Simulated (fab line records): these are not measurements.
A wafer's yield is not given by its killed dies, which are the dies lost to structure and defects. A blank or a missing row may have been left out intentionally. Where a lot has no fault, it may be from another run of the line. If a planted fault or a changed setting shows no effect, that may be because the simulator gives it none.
The same fault as seen by 2 desks | flow sky130 | each desk holds nothing but its own numbers, with what lay behind them at the end

== FOR THE TOOL OWNER'S DESK: rie diel-02 ==
The tool's own readings at SKY_POLY_GATE_ETCH_16 (etches Si3N4 in CH3F/O2, stops on poly-Si, time 147.5 s, target depth 75 nm): means of the sampled wafers that have a number, for each lot that ran on this tool. The brackets show how far a lot's mean lies from the usual mean; more than 4 standard deviations puts the lot out of limits, marked OUT.
Columns: A = bias w at SKY_POLY_GATE_ETCH_16, usual 80.06 W; B = drypump motor current A at SKY_POLY_GATE_ETCH_16, usual 5.7 A; C = oes product au at SKY_POLY_GATE_ETCH_16, usual 0.639 a.u.; D = throttle valve pct at SKY_POLY_GATE_ETCH_16, usual 10.534 %
lot  | first seen here | A                | B   | C     | D
L861 | day 17 01:47    | 80.14            | 5.9 | 0.633 | 10.541
L863 | day 17 13:26    | 79.93            | 6.0 | 0.639 | 10.535
L866 | day 18 15:03    | 79.80            | 5.8 | 0.639 | 10.535
L873 | day 21 01:47    | 77.87 (-9.5) OUT | 6.0 | 0.640 | 10.535
L874 | day 21 15:23    | 78.05 (-8.8) OUT | 5.6 | 0.640 | 10.537
L882 | day 24 08:23    | 80.15            | 6.0 | 0.631 | 10.547
This desk finds L873, L874 out of limits, L873 being first, at day 21 01:47 (bias w at SKY_POLY_GATE_ETCH_16). Within limits: L861, L863, L866, L882.

== AT THE METROLOGY DESK ==
Lot by lot, what the gauges showed, no matter which tool ran the lot: averages of those sampled wafers that carry a number. The brackets show how far a lot's mean lies from the usual mean; more than 4 standard deviations puts the lot out of limits, marked OUT.
Columns: A = VT_ADJUST_LVTN_OVL at SKY_VT_ADJUST_LVTN_OVL_MEAS_07, usual 0.8 nm; B = GATE_OXIDE_TW at SKY_GATE_OXIDE_TW_MEAS_14, usual 224.5
lot  | first seen here | A    | B
L861 | day 7 11:50     | 0.8  | 223.8
L863 | day 7 20:19     | 1.5  | 225.5
L864 | day 8 03:05     | 0.3  | 222.7
L866 | day 8 16:48     | -0.2 | 225.4
L872 | day 10 03:45    | 2.1  | 226.1
L873 | day 10 07:41    | -0.1 | 225.6
L874 | day 10 16:46    | 1.5  | 225.4
L875 | day 11 03:58    | 1.4  | 223.0
L876 | day 11 05:26    | 1.5  | 223.4
L877 | day 11 08:08    | 0.5  | 226.8
L880 | day 12 05:02    | 0.2  | 222.9
L882 | day 12 20:24    | 0.3  | 223.4
L883 | day 13 04:34    | -0.1 | 224.9
Result from this desk: across the 13 lots, nothing is out of limits.

== BROUGHT TOGETHER ==
On L873, L874, at day 21 01:47, an alarm was possible from the tool owner's desk.
Metrology desk: nothing out of limits seen.
The metrology desk holds a record of L873, L874, inside its limits.
SKY_POLY_GATE_ETCH_16 was run on rie diel-02 by each of the lots named.

== WHAT THE SIMULATOR HAD PUT IN ==
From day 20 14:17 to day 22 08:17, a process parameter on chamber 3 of rie diel-02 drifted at SKY_POLY_GATE_ETCH_16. Setting bias w shifted by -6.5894 from 80. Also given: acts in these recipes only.
Lots struck among those shown: L873, L874.
Hours from the fault's start to each desk's first reading out of limits: the tool owner's desk, 12.
